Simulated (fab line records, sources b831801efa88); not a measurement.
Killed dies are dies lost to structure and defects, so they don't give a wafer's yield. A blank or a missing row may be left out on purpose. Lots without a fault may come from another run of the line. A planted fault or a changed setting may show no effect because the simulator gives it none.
Chamber matching | flow sky130 | SKY_CAP2M_CVD_00 on pecvd-02: 3 sister chambers
The step deposits SiO2, target thk 15.5 nm. 3 wafers are shown with their chamber, then 8 later ones without.

WAFERS WITH THEIR CHAMBER
wafer  | chamber | heater_power_w (W)
L087.4 | 1       | 671
L087.6 | 0       | 651
L089.2 | 2       | 613

WAFERS WITHOUT THEIR CHAMBER
wafer  | heater_power_w (W)
L089.3 | 565
L089.4 | 595
L096.1 | 631
L096.2 | 591
L096.3 | 764
L096.4 | 634
L096.5 | 766
L096.6 | 598

WHICH CHAMBER EACH WENT THROUGH
wafer  | from the rows above          | in truth
L089.3 | can't be placed: 2 or 0 or 1 | 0
L089.4 | can't be placed: 2 or 0 or 1 | 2
L096.1 | can't be placed: 2 or 0 or 1 | 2
L096.2 | can't be placed: 2 or 0 or 1 | 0
L096.3 | can't be placed: 1 or 0 or 2 | 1
L096.4 | can't be placed: 0 or 2 or 1 | 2
L096.5 | can't be placed: 1 or 0 or 2 | 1
L096.6 | can't be placed: 2 or 0 or 1 | 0
Placed correctly: 0 of 8. Can't be placed from these rows: 8 (the true chamber is among the candidates in 8). Placed wrongly: 0.
How it was worked out, from the rows above alone: a wafer's distance from a chamber is the root of the sum, over the readings, of the square of ((its reading less the chamber's mean) divided by the reading's scatter). The wafer belongs to the nearest chamber; if the next one is less than 2 further off, it can't be placed. A chamber's mean is the mean of its shown wafers. The scatter: with one shown wafer a chamber, the root of the mean of the squares of how far each hidden wafer lies from its nearest shown one.
